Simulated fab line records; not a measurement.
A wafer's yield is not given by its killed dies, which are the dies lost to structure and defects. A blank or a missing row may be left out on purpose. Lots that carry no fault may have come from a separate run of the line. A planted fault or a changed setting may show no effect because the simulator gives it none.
fab line records    flow gf180mcu
record: lots: 5  wafers: 23
route steps=602 shown HV_LDD@224 M1@324 M2@363 V2@393 V3@452 M4@457 V4@480
start-h: hours from the record's first day to the start of the lot's first wafer shown    wait-h: hours from the lot's prior step to this one    " identical to the entry in the row above    L1.1+2: one row covering several wafers at once    - no value, or no start given    * or withheld: withheld    < > ~ a bound
route shown NAME@n: a module of which the file shows steps, and the number in the route of the first    usual: mean/standard deviation of fault-free wafers    same: alike in all rows    chamber/n: place in a boat    sites: per-site readings    _std_site: standard deviation across them    _edge_site: the outer-site mean with the inner-site mean subtracted    radius-mm: how far each site lies from the wafer's centre    mask NAME#n: copy n    behind: the most recent tool/chamber to have shaped the wafer    hold: why the lot went on hold/how many hours it stayed there/how the hold came to an end    device: whichever transistor did not switch (one of n, p or np)    end of line: tests of these same wafers at the route's end    a step given without rows: its recipe and nothing more    killed: at the first sort, the dies lost to defects and structure; wafer yield is something else    map: a wafer's dies, marking killed ones x, the rest . and places with no die _
set.NAME: the setting that was run; set.NAME@STEP: the one run at that earlier step    model.NAME: the simulator's own value behind a step, which no gauge read
lots whose settings were changed on purpose; a table a step, a row a wafer
== steps ==
step: GF_HV_LDD_IMPLANT_48
recipe: species: B  energy-kev: 25  dose-cm2: 3e+13  tilt-deg: 7
lot.wafer       tool          chamber  start-h  wait-h  set.energy-kev
L077.1+4        implanter-02  0        295.23   0.0     24.14
L077.3+5+6      "             0        "        "       25
L078.1+4+5      implanter-02  0        303.64   0.0     25
L078.3+6        "             0        "        "       24.51
L080.2+3+4      implanter-02  0        321.43   0.0     25
L082.1+3+4      implanter-02  0        332.16   0.0     25
L082.2+6        "             0        "        "       23.86
L083.1+2+3+4+5  implanter-02  0        345.33   0.0     25
step: GF_HV_LDD_STRIP_49
recipe: chemistry: O2/N2  power-w: 1400  pressure-mtorr: 1500  platen-temp-c: 250  o2-flow-sccm: 3000  n2-flow-sccm: 300  overash-fraction: 0.5
usual: strip-time-to-endpoint-s: 12.61/0.033
lot.wafer  tool             chamber  start-h  wait-h  set.spin-rpm@HV_LDD_COAT_41  strip-time-to-endpoint-s
L077.1     plasma-asher-02  0        295.38   0.1     2862                         12.78
L077.3     "                0        "        "       2862                         12.79
L077.4     "                1        "        "       3000                         12.53
L077.5     "                1        "        "       2862                         12.79
L077.6     "                0        "        "       3000                         12.59
L078.1     plasma-asher-03  0        303.79   0.1     3000                         12.62
L078.3     "                0        "        "       2808                         12.98
L078.4     "                1        "        "       2808                         12.94
L078.5     "                0        "        "       3000                         12.64
L078.6     "                1        "        "       3000                         12.65
L080.2     plasma-asher-03  1        321.56   0.1     3000                         12.58
L080.3     "                1        "        "       3000                         12.59
L080.4     "                0        "        "       3000                         12.59
L082.1     plasma-asher-01  1        332.31   0.1     3000                         12.63
L082.2     "                0        "        "       3000                         12.62
L082.3     "                1        "        "       3140                         12.37
L082.4     "                0        "        "       3000                         12.65
L082.6     "                1        "        "       3140                         12.37
L083.1     plasma-asher-03  0        345.48   0.1     3000                         12.59
L083.2     "                1        "        "       3120                         12.40
L083.3     "                1        "        "       3000                         12.60
L083.4     "                0        "        "       3000                         12.65
L083.5     "                1        "        "       3120                         12.39
step: GF_HV_LDD_CLEAN_51
recipe: chemistry: SC1/SC2  mix: 1:4:20  temp-c: 70  time-s: 150  dry: n2-spin
lot.wafer  tool          chamber  start-h  wait-h  set.ox-time-s@POLY_GATE_OXIDATION_16  model.SiO2_of_POLY_GATE_OXIDATION_16.thk-nm
L077.1     wet-bench-03  3        295.54   0.1     843.1                                 3.743
L077.3     "             3        "        "       843.1                                 3.671
L077.4     "             3        "        "       843.1                                 3.701
L077.5     "             3        "        "       843.1                                 3.588
L077.6     "             3        "        "       843.1                                 3.662
L078.1     wet-bench-03  1        303.95   0.1     789.3                                 3.65
L078.3     "             1        "        "       789.3                                 3.728
L078.4     "             1        "        "       789.3                                 3.656
L078.5     "             1        "        "       789.3                                 3.68
L078.6     "             1        "        "       789.3                                 3.682
L080.2     wet-bench-01  0        321.72   0.0     899                                   3.81
L080.3     "             0        "        "       899                                   3.797
L080.4     "             0        "        "       899                                   3.807
L082.1     wet-bench-03  1        332.47   0.1     806.1                                 3.604
L082.2     "             1        "        "       806.1                                 3.715
L082.3     "             1        "        "       806.1                                 3.675
L082.4     "             1        "        "       806.1                                 3.653
L082.6     "             1        "        "       806.1                                 3.697
L083.1     wet-bench-02  1        345.64   0.1     1029                                  4.574
L083.2     "             1        "        "       1029                                  4.473
L083.3     "             1        "        "       1029                                  4.465
L083.4     "             1        "        "       1029                                  4.474
L083.5     "             1        "        "       1029                                  4.541
step: GF_M1_COAT_09
recipe: resist: KrF  spin-rpm: withheld  resist-thk-nm: 1000
lot.wafer  tool            chamber  start-h  wait-h  set.resist-thk-nm  model.KrF_of_M1_COAT_09.thk-nm
L077.1     litho-track-02  0        400.60   0.1     975.7              974.7
L077.3     "               0        "        "       1000               999.2
L077.4     "               0        "        "       1000               999.1
L077.5     "               0        "        "       975.7              972.8
L077.6     "               0        "        "       1000               999.4
L078.1     litho-track-03  0        408.54   0.1     1000               997
L078.3+6   "               0        "        "       1000               1002
L078.4     "               0        "        "       1000               1000
L078.5     "               0        "        "       1000               1001
L080.2     litho-track-02  0        430.73   0.1     1000               1000
L080.3     "               0        "        "       1000               998.1
L080.4     "               0        "        "       1000               997.5
L082.1     litho-track-03  0        442.48   0.1     945.6              947.7
L082.2     "               0        "        "       945.6              946.5
L082.3     "               0        "        "       1000               997.6
L082.4     "               0        "        "       1000               997
L082.6     "               0        "        "       1000               1000
L083.1+2   litho-track-02  0        457.20   0.1     1000               1002
L083.3     "               0        "        "       981.2              980.8
L083.4     "               0        "        "       1000               995.9
L083.5     "               0        "        "       981.2              983
step: GF_M1_SOFTBAKE_10
recipe: temp-c: 130  time-s: 60  resist: KrF
lot.wafer       tool            chamber  start-h  wait-h  set.time-s
L077.1+5+6      litho-track-02  0        400.75   0.1     65.62
L077.3+4        "               0        "        "       60
L078.1+5        litho-track-03  0        408.69   0.1     60
L078.3+4+6      "               0        "        "       52.08
L080.2+3+4      litho-track-02  0        430.88   0.1     60
L082.1+2+3+4+6  litho-track-03  0        442.63   0.1     60
L083.1+4        litho-track-02  0        457.35   0.1     60
L083.2+3+5      "               0        "        "       53.99
step: GF_M1_EXPOSE_11
recipe: mask-id: Metal1  target-cd-nm: 230  na: 0.68  source-shape: conventional  sigma-outer: 0.6  dose-mj: 28
step: GF_M1_PEB_12
recipe: peb-temp-c: 135  peb-time-s: 90  resist: KrF
step: GF_M1_METAL_ETCH_16
recipe: chemistry: Cl2/BCl3  mask-material: KrF  target-depth-nm: 627.5  stop-on: SiO2  pressure-mtorr: 8  icp-w: 800  bias-w: 140  Cl2_flow_sccm: 80  bcl3-flow-sccm: 40  time-s: 104.6
lot.wafer  tool          chamber  start-h  wait-h  set.resist-thk-nm@M1_COAT_09  model.KrF_of_M1_COAT_09.thk-nm
L077.1     rie-metal-03  1        413.09   0.0     975.7                         705.2
L077.3     "             1        "        "       1000                          733.3
L077.4     "             0        "        "       1000                          735.4
L077.5     "             1        "        "       975.7                         701.7
L077.6     "             0        "        "       1000                          734.7
L078.1     rie-metal-03  0        420.79   0.0     1000                          733.3
L078.3     "             1        "        "       1000                          737.6
L078.4     "             0        "        "       1000                          740.3
L078.5     "             1        "        "       1000                          737.3
L078.6     "             0        "        "       1000                          741.9
L080.2+4   rie-metal-01  0,1      443.29   0.0     1000                          730.7
L080.3     "             0        "        "       1000                          729.2
L082.1     rie-metal-03  1        454.69   0.0     945.6                         678.5
L082.2     "             0        "        "       945.6                         681
L082.3     "             0        "        "       1000                          733.2
L082.4     "             1        "        "       1000                          728.9
L082.6     "             0        "        "       1000                          735.2
L083.1     rie-metal-02  1        469.89   0.0     1000                          732.8
L083.2     "             0        "        "       1000                          734.1
L083.3     "             1        "        "       981.2                         710.5
L083.4     "             0        "        "       1000                          731.4
L083.5     "             1        "        "       981.2                         713.2
step: GF_M1_STRIP_17
recipe: chemistry: O2/N2  power-w: 1400  pressure-mtorr: 1500  platen-temp-c: 250  o2-flow-sccm: 3000  n2-flow-sccm: 300  overash-fraction: 0.5
usual: strip-time-to-endpoint-s: 7.85/0.041
lot.wafer  tool             chamber  start-h  wait-h  set.resist-thk-nm@M1_COAT_09  strip-time-to-endpoint-s
L077.1     plasma-asher-01  0        413.20   0.1     975.7                         7.60
L077.3     "                1        "        "       1000                          7.87
L077.4     "                0        "        "       1000                          7.89
L077.5     "                1        "        "       975.7                         7.56
L077.6     "                0        "        "       1000                          7.88
L078.1     plasma-asher-04  0        420.90   0.1     1000                          7.86
L078.3     "                0        "        "       1000                          7.90
L078.4     "                1        "        "       1000                          7.91
L078.5     "                1        "        "       1000                          7.88
L078.6     "                0        "        "       1000                          7.94
L080.2     plasma-asher-01  1        443.41   0.1     1000                          7.82
L080.3     "                1        "        "       1000                          7.81
L080.4     "                0        "        "       1000                          7.83
L082.1     plasma-asher-01  0        454.80   0.1     945.6                         7.34
L082.2     "                1        "        "       945.6                         7.36
L082.3     "                1        "        "       1000                          7.88
L082.4     "                0        "        "       1000                          7.82
L082.6     "                0        "        "       1000                          7.88
L083.1     plasma-asher-04  1        470.00   0.1     1000                          7.85
L083.2     "                0        "        "       1000                          7.86
L083.3     "                1        "        "       981.2                         7.64
L083.4     "                0        "        "       1000                          7.85
L083.5     "                1        "        "       981.2                         7.65
step: GF_M2_SPUTTER_01
recipe: material: TiN  target-thk-nm: 30  power-w: 6500  time-s: 25  chamber-pressure-pa: 0.4
lot.wafer  tool            chamber  start-h  wait-h  set.power-w  model.TiN_of_M2_SPUTTER_01.thk-nm
L077.1     pvd-sputter-04  -        440.20   0.1     6500         29.51
L077.3     "               -        "        "       6500         29.7
L077.4     "               -        "        "       5899         26.71
L077.5     "               -        "        "       6500         29.68
L077.6     "               -        "        "       5899         26.99
L078.1     pvd-sputter-01  -        448.18   0.1     5832         27.55
L078.3     "               -        "        "       6500         30.11
L078.4     "               -        "        "       5832         27.24
L078.5     "               -        "        "       5832         27.42
L078.6     "               -        "        "       6500         30.2
L080.2     pvd-sputter-01  -        470.58   0.1     6500         30.45
L080.3     "               -        "        "       6500         30.64
L080.4     "               -        "        "       6500         30.51
L082.1     pvd-sputter-01  -        481.20   0.1     6500         30.22
L082.2     "               -        "        "       6500         30.16
L082.3     "               -        "        "       5953         27.54
L082.4     "               -        "        "       6500         30.44
L082.6     "               -        "        "       5953         27.95
L083.1     pvd-sputter-01  -        496.96   0.1     6500         30.3
L083.2     "               -        "        "       6500         30.34
L083.3     "               -        "        "       6754         31.02
L083.4     "               -        "        "       6754         31.25
L083.5     "               -        "        "       6500         30.05
step: GF_V2_EXPOSE_11
recipe: mask-id: Via2  target-cd-nm: 260  na: 0.68  source-shape: conventional  sigma-outer: 0.6  dose-mj: 38
lot.wafer       tool            chamber  start-h  wait-h  mask    set.dose-mj
L077.1+3+4      krf-scanner-02  0        -        -       Via2#0  38
L077.5+6        "               0        "        "       Via2#0  39.47
L078.1+3+4+5+6  krf-scanner-02  0        -        -       Via2#0  38
L080.2+3+4      krf-scanner-02  0        -        -       Via2#0  38
L082.1+3+4      krf-scanner-02  0        -        -       Via2#0  36.1
L082.2+6        "               0        "        "       Via2#0  38
L083.1+4        krf-scanner-01  0        -        -       Via2#0  40.62
L083.2+3+5      "               0        "        "       Via2#0  38
step: GF_V2_PEB_12
recipe: peb-temp-c: 135  peb-time-s: 90  resist: KrF
lot.wafer   tool            chamber  start-h  wait-h  set.peb-temp-c
L077.1+5    litho-track-03  0        -        -       135
L077.3+4+6  "               0        "        "       136.9
L078.1+3+4  litho-track-02  0        -        -       131.9
L078.5+6    "               0        "        "       135
L080.2+3+4  litho-track-02  0        -        -       135
L082.1+2+3  litho-track-04  0        -        -       135
L082.4+6    "               0        "        "       136.1
L083.1+3+4  litho-track-02  0        -        -       135
L083.2+5    "               0        "        "       138.2
step: GF_V2_DEVELOP_13
recipe: develop-time-s: 60  resist: KrF  dev-temp-c: 21
step: GF_V2_CD_MEAS_14
recipe: target-cd-nm: 260
usual: cd-nm: 260.2/1.4
lot.wafer  tool       chamber  start-h  wait-h  set.dose-mj@V2_EXPOSE_11  set.peb-temp-c@V2_PEB_12  cd-nm
L077.1     cd-sem-01  -        490.18   0.1     38                        135                       260.8
L077.3     "          -        "        "       38                        136.9                     265.6
L077.4     "          -        "        "       38                        136.9                     264.8
L077.5     "          -        "        "       39.47                     135                       265.6
L077.6     "          -        "        "       39.47                     136.9                     270.7
L078.1     cd-sem-01  -        497.80   0.1     38                        131.9                     248.9
L078.3     "          -        "        "       38                        131.9                     247.7
L078.4     "          -        "        "       38                        131.9                     247.5
L078.5     "          -        "        "       38                        135                       258.9
L078.6     "          -        "        "       38                        135                       258.7
L080.2     cd-sem-01  -        519.02   0.1     38                        135                       261.9
L080.3     "          -        "        "       38                        135                       261.3
L080.4     "          -        "        "       38                        135                       261.8
L082.1     cd-sem-02  -        529.37   0.1     36.1                      135                       251.1
L082.2     "          -        "        "       38                        135                       259.5
L082.3     "          -        "        "       36.1                      135                       250.6
L082.4     "          -        "        "       36.1                      136.1                     254.4
L082.6     "          -        "        "       38                        136.1                     263.1
L083.1     cd-sem-02  -        543.80   0.1     40.62                     135                       272.4
L083.2     "          -        "        "       38                        138.2                     269.0
L083.3     "          -        "        "       38                        135                       260.7
L083.4     "          -        "        "       40.62                     135                       270.6
L083.5     "          -        "        "       38                        138.2                     269.1
step: GF_V2_ETCH_16
recipe: chemistry: N2/H2  target-depth-a: withheld  overetch-a: withheld  time-s: withheld  target: BARC  ion-energy-ev: 200  source-w: 500  bias-w: 100  pressure-mtorr: 30  n2-flow-sccm: 100  h2-flow-sccm: 200
lot.wafer  tool         chamber  start-h  wait-h  set.dose-mj@V2_EXPOSE_11  set.peb-temp-c@V2_PEB_12  model.V2.cd-nm
L077.1     rie-diel-02  3        490.34   0.0     38                        135                       260.7
L077.3     "            2        "        "       38                        136.9                     265.2
L077.4     "            1        "        "       38                        136.9                     264.4
L077.5     "            3        "        "       39.47                     135                       265.4
L077.6     "            0        "        "       39.47                     136.9                     270.1
L078.1     rie-diel-01  3        497.96   0.0     38                        131.9                     248.7
L078.3     "            1        "        "       38                        131.9                     247
L078.4     "            2        "        "       38                        131.9                     247.2
L078.5     "            1        "        "       38                        135                       259.1
L078.6     "            2        "        "       38                        135                       257.9
L080.2+4   rie-diel-02  3,0      519.16   0.0     38                        135                       261.9
L080.3     "            1        "        "       38                        135                       261.4
L082.1     rie-diel-01  1        529.52   0.0     36.1                      135                       250.9
L082.2     "            0        "        "       38                        135                       259.4
L082.3     "            3        "        "       36.1                      135                       250.1
L082.4     "            2        "        "       36.1                      136.1                     254.3
L082.6     "            3        "        "       38                        136.1                     262.4
L083.1     rie-diel-02  2        543.96   0.0     40.62                     135                       272.7
L083.2     "            1        "        "       38                        138.2                     269.3
L083.3     "            3        "        "       38                        135                       261.5
L083.4     "            0        "        "       40.62                     135                       270.5
L083.5     "            2        "        "       38                        138.2                     269.5
step: GF_V3_CVD_23
recipe: material: W  target-thk-nm: 350  time-s: 104.9  temp-c: 400  pressure-torr: 40
lot.wafer       tool      chamber    start-h  wait-h  set.pressure-torr
L077.1+3+4+5+6  cvd-w-02  0,0,1,1,0  540.45   0.0     44.75
L078.1+3+4+5+6  cvd-w-01  0,1,0,0,1  546.11   0.0     40
L080.2+3+4      cvd-w-01  0,0,1      568.20   0.0     40
L082.1+2+3+4+6  cvd-w-02  1,0,1,0,1  577.88   0.0     40
L083.1+2+3+4+5  cvd-w-02  0,1,1,0,0  591.12   0.0     40
step: GF_V3_RS_MEAS_24
recipe: thk-meas-gauge: four-point-probe  reads: W_of_V3_CVD_23+TiN_of_V3_SPUTTER_22+Ti_of_V3_SPUTTER_21
usual: V3_W_RS: 0.3272/0.003
lot.wafer  tool           chamber  start-h  wait-h  set.pressure-torr@V3_CVD_23  V3_W_RS[ohm/sq]
L077.1     film-metro-04  -        540.56   0.1     44.75                        0.3051
L077.3     "              -        "        "       44.75                        0.3070
L077.4     "              -        "        "       44.75                        0.3065
L077.5     "              -        "        "       44.75                        0.3080
L077.6     "              -        "        "       44.75                        0.3065
L078.1     film-metro-01  -        546.22   0.1     40                           0.3280
L078.3     "              -        "        "       40                           0.3256
L078.4     "              -        "        "       40                           0.3282
L078.5     "              -        "        "       40                           0.3258
L078.6     "              -        "        "       40                           0.3281
L080.2     film-metro-04  -        568.33   0.1     40                           0.3281
L080.3     "              -        "        "       40                           0.3258
L080.4     "              -        "        "       40                           0.3265
L082.1     film-metro-04  -        577.99   0.1     40                           0.3245
L082.2     "              -        "        "       40                           0.3270
L082.3     "              -        "        "       40                           0.3257
L082.4     "              -        "        "       40                           0.3214
L082.6     "              -        "        "       40                           0.3241
L083.1     film-metro-02  -        591.24   0.1     40                           0.3325
L083.2     "              -        "        "       40                           0.3258
L083.3     "              -        "        "       40                           0.3256
L083.4     "              -        "        "       40                           0.3307
L083.5     "              -        "        "       40                           0.3307
step: GF_M4_SPUTTER_01
recipe: material: TiN  target-thk-nm: 30  power-w: 6500  time-s: 25  chamber-pressure-pa: 0.4
lot.wafer  tool            chamber  start-h  wait-h  set.power-w  model.TiN_of_M4_SPUTTER_01.thk-nm
L077.1     pvd-sputter-01  -        541.14   0.1     6500         29.5
L077.3     "               -        "        "       6214         28.39
L077.4     "               -        "        "       6500         29.95
L077.5     "               -        "        "       6214         28.45
L077.6     "               -        "        "       6500         29.53
L078.1     pvd-sputter-04  -        546.80   0.1     6500         29.67
L078.3     "               -        "        "       6500         29.54
L078.4     "               -        "        "       6500         29.56
L078.5     "               -        "        "       6500         29.71
L078.6     "               -        "        "       6500         29.6
L080.2     pvd-sputter-01  -        568.89   0.1     6500         30.1
L080.3     "               -        "        "       6500         29.89
L080.4     "               -        "        "       6500         30.17
L082.1     pvd-sputter-03  -        578.57   0.1     6920         31.9
L082.2     "               -        "        "       6920         32.03
L082.3     "               -        "        "       6500         29.88
L082.4     "               -        "        "       6500         30.06
L082.6     "               -        "        "       6920         32.02
L083.1     pvd-sputter-04  -        591.83   0.1     6962         32.35
L083.2     "               -        "        "       6500         29.64
L083.3     "               -        "        "       6500         29.76
L083.4     "               -        "        "       6962         31.84
L083.5     "               -        "        "       6962         31.83
step: GF_V4_CMP_04
recipe: material: SiO2  down-force-psi: 4  platen-rpm: 60  pad-velocity-m-s: 0.94248
lot.wafer  tool    chamber  start-h  wait-h  set.leave-above-ref-nm  model.SiO2_of_V4_CVD_02.thk-nm
L077.3     cmp-02  3        563.97   0.0     632.5                   634.1
L077.1     "       0        "        "       598.5                   598.6
L077.4+5   "       1,3      "        "       598.5                   599.1
L077.6     "       0        "        "       632.5                   632
L078.3     cmp-01  2        570.46   0.0     612.1                   612.2
L078.1     "       0        "        "       632.5                   631.7
L078.4     "       1        "        "       612.1                   610.9
L078.5     "       2        "        "       612.1                   611.5
L078.6     "       3        "        "       632.5                   632.6
L080.4     cmp-01  0        591.73   0.2     632.5                   631.5
L080.2     "       1        "        "       632.5                   632
L080.3     "       3        "        "       632.5                   632.2
L082.3     cmp-01  3        600.63   0.0     653.6                   652.7
L082.2     "       0        "        "       632.5                   631.9
L082.4     "       1        "        "       653.6                   653
L082.1     "       2        "        "       653.6                   652.3
L082.6     "       0        "        "       632.5                   630.8
L083.1     cmp-01  1        614.30   0.1     632.5                   632.6
L083.3     "       2        "        "       632.5                   631.9
L083.4     "       3        "        "       632.5                   630.5
L083.2     "       0        "        "       632.5                   630.7
L083.5     "       2        "        "       632.5                   630.3
step: GF_V4_ETCH_16
recipe: chemistry: N2/H2  target-depth-a: withheld  overetch-a: withheld  time-s: withheld  target: BARC  ion-energy-ev: 200  source-w: 500  bias-w: 100  pressure-mtorr: 30  n2-flow-sccm: 100  h2-flow-sccm: 200
lot.wafer       tool         chamber    start-h  wait-h  set.pressure-mtorr
L077.1+3+4+5+6  rie-diel-04  1,0,3,3,0  585.92   0.0     27.41
L078.1+3+4+5+6  rie-diel-03  3,0,1,1,0  592.17   0.0     31.87
L080.2+3+4      rie-diel-04  0,1,3      613.35   0.0     30
L082.1+2+3+4+6  rie-diel-03  3,0,1,2,2  622.02   0.0     26.47
L083.1+2+3+4+5  rie-diel-01  2,3,1,0,0  634.94   0.0     30
step: GF_V4_ETCH_17
recipe: chemistry: C4F8/O2/Ar  mask-material: KrF  target: SiO2  stop-on: TiN  source-w: 1500  bias-w: 1200  pressure-mtorr: 40  c4f8-flow-sccm: withheld  O2_flow_sccm: 6  Ar_flow_sccm: 300  time-s: withheld  target-depth-a: 6300
usual: oes-product-au: 0.856/0.0046
lot.wafer  tool         chamber  start-h  wait-h  set.leave-above-ref-nm@V4_CMP_04  oes-product-au  model.etch.depth-nm  model.V4.feature-depth-nm
L077.1     rie-diel-04  1        -        -       598.5                             0.842           598.6                598.6
L077.3     "            0        "        "       632.5                             0.863           634.1                634.1
L077.4     "            3        "        "       598.5                             0.830           -                    599.1
L077.5     "            3        "        "       598.5                             0.834           599.1                599.1
L077.6     "            0        "        "       632.5                             0.865           -                    632
L078.1     rie-diel-03  3        -        -       632.5                             0.861           -                    631.7
L078.3     "            0        "        "       612.1                             0.834           612.2                612.2
L078.4     "            1        "        "       612.1                             0.844           -                    610.9
L078.5     "            1        "        "       612.1                             0.848           -                    611.5
L078.6     "            0        "        "       632.5                             0.857           632.6                632.6
L080.2     rie-diel-04  0        -        -       632.5                             0.847           632                  632
L080.3     "            1        "        "       632.5                             0.852           632.2                632.2
L080.4     "            3        "        "       632.5                             0.859           631.5                631.5
L082.1     rie-diel-03  3        -        -       653.6                             0.867           -                    652.3
L082.2     "            0        "        "       632.5                             0.860           -                    631.9
L082.3     "            1        "        "       653.6                             0.875           -                    652.7
L082.4     "            2        "        "       653.6                             0.866           653                  653
L082.6     "            2        "        "       632.5                             0.858           -                    630.8
L083.1     rie-diel-01  2        -        -       632.5                             0.854           -                    632.6
L083.2     "            3        "        "       632.5                             0.860           630.7                630.7
L083.3     "            1        "        "       632.5                             0.853           631.9                631.9
L083.4     "            0        "        "       632.5                             0.850           -                    630.5
L083.5     "            0        "        "       632.5                             0.855           -                    630.3
step: GF_V4_SPUTTER_22
recipe: material: TiN  target-thk-nm: 10  chamber-pressure-pa: 5  power-w: 4000  time-s: 40
lot.wafer  tool            chamber  start-h  wait-h  set.time-s  model.TiN_of_V4_SPUTTER_22.thk-nm
L077.1     pvd-sputter-03  -        586.74   0.0     40          10.11
L077.3     "               -        "        "       40          10.13
L077.4     "               -        "        "       42.53       10.77
L077.5     "               -        "        "       40          10.17
L077.6     "               -        "        "       42.53       10.8
L078.1     pvd-sputter-02  -        593.24   0.0     40          10.11
L078.3     "               -        "        "       42.91       10.76
L078.4     "               -        "        "       40          10.19
L078.5     "               -        "        "       42.91       10.78
L078.6     "               -        "        "       42.91       10.81
L080.2     pvd-sputter-01  -        614.08   0.0     40          10.01
L080.3     "               -        "        "       40          10.15
L080.4     "               -        "        "       40          10.1
L082.1     pvd-sputter-03  -        622.75   0.0     40          9.973
L082.2     "               -        "        "       40          9.896
L082.3     "               -        "        "       40          10.05
L082.4     "               -        "        "       40          9.821
L082.6     "               -        "        "       40          9.846
L083.1     pvd-sputter-01  -        635.69   0.0     40          10.17
L083.2     "               -        "        "       38.23       9.649
L083.3     "               -        "        "       38.23       9.693
L083.4     "               -        "        "       40          10.2
L083.5     "               -        "        "       38.23       9.563
== key ==
split: step: GF_HV_LDD_IMPLANT_48  setting: energy-kev  stated: 25  by: wafer
response none clear
split: step: GF_M1_COAT_09  setting: resist-thk-nm  stated: 1000  by: wafer
response: step: GF_M1_COAT_09  reading: model.KrF_of_M1_COAT_09.thk-nm  change: +9.58  per: 1%  r: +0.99
response: step: GF_M1_METAL_ETCH_16  reading: model.KrF_of_M1_COAT_09.thk-nm  change: +10.3  per: 1%  r: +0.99
response: step: GF_M1_STRIP_17  reading: strip-time-to-endpoint-s  change: *  per: 1%  r: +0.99
split: step: GF_M1_SOFTBAKE_10  setting: time-s  stated: 60  by: wafer
response none clear
split: step: GF_M2_SPUTTER_01  setting: power-w  stated: 6500  by: wafer
response: step: GF_M2_SPUTTER_01  reading: model.TiN_of_M2_SPUTTER_01.thk-nm  change: +0.284  per: 1%  r: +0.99
split: step: GF_V2_EXPOSE_11  setting: dose-mj  stated: 38  by: wafer
response: step: GF_V2_CD_MEAS_14  reading: cd-nm  slope: +1.65  per: 1%  together-with: peb-temp-c@V2_PEB_12  explained: 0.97
response: step: GF_V2_ETCH_16  reading: model.V2.cd-nm  slope: +1.61  per: 1%  together-with: peb-temp-c@V2_PEB_12  explained: 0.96
split: step: GF_V2_PEB_12  setting: peb-temp-c  stated: 135  by: wafer
response: step: GF_V2_CD_MEAS_14  reading: cd-nm  slope: +4.09  per: 1%  together-with: dose-mj@V2_EXPOSE_11  explained: 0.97
response: step: GF_V2_ETCH_16  reading: model.V2.cd-nm  slope: +4.04  per: 1%  together-with: dose-mj@V2_EXPOSE_11  explained: 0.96
split: step: GF_V3_CVD_23  setting: pressure-torr  stated: 40  by: lot
response: step: GF_V3_RS_MEAS_24  reading: V3_W_RS  change: -0.00171  per: 1%  r: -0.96
split: step: GF_M4_SPUTTER_01  setting: power-w  stated: 6500  by: wafer
response: step: GF_M4_SPUTTER_01  reading: model.TiN_of_M4_SPUTTER_01.thk-nm  change: +0.312  per: 1%  r: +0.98
split: step: GF_V4_CMP_04  setting: leave-above-ref-nm  stated: 632.5  by: wafer
response: step: GF_V4_CMP_04  reading: model.SiO2_of_V4_CVD_02.thk-nm  change: +6.37  per: 1%  r: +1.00
response: step: GF_V4_ETCH_17  reading: oes-product-au  change: +0.00483  per: 1%  r: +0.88
response: step: GF_V4_ETCH_17  reading: model.etch.depth-nm  change: +6.51  per: 1%  r: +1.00
response: step: GF_V4_ETCH_17  reading: model.V4.feature-depth-nm  change: +6.37  per: 1%  r: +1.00
split: step: GF_V4_ETCH_16  setting: pressure-mtorr  stated: 30  by: lot
response none clear
split: step: GF_V4_SPUTTER_22  setting: time-s  stated: 40  by: wafer
response: step: GF_V4_SPUTTER_22  reading: model.TiN_of_V4_SPUTTER_22.thk-nm  change: +0.0988  per: 1%  r: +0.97
split outside-this-file step=GF_POLY_GATE_OXIDATION_16 setting=ox-time-s
split outside-this-file step=GF_HV_LDD_COAT_41 setting=spin-rpm
split outside-this-file: this setting was split too, and the file shows its column; the key of that split is in another file
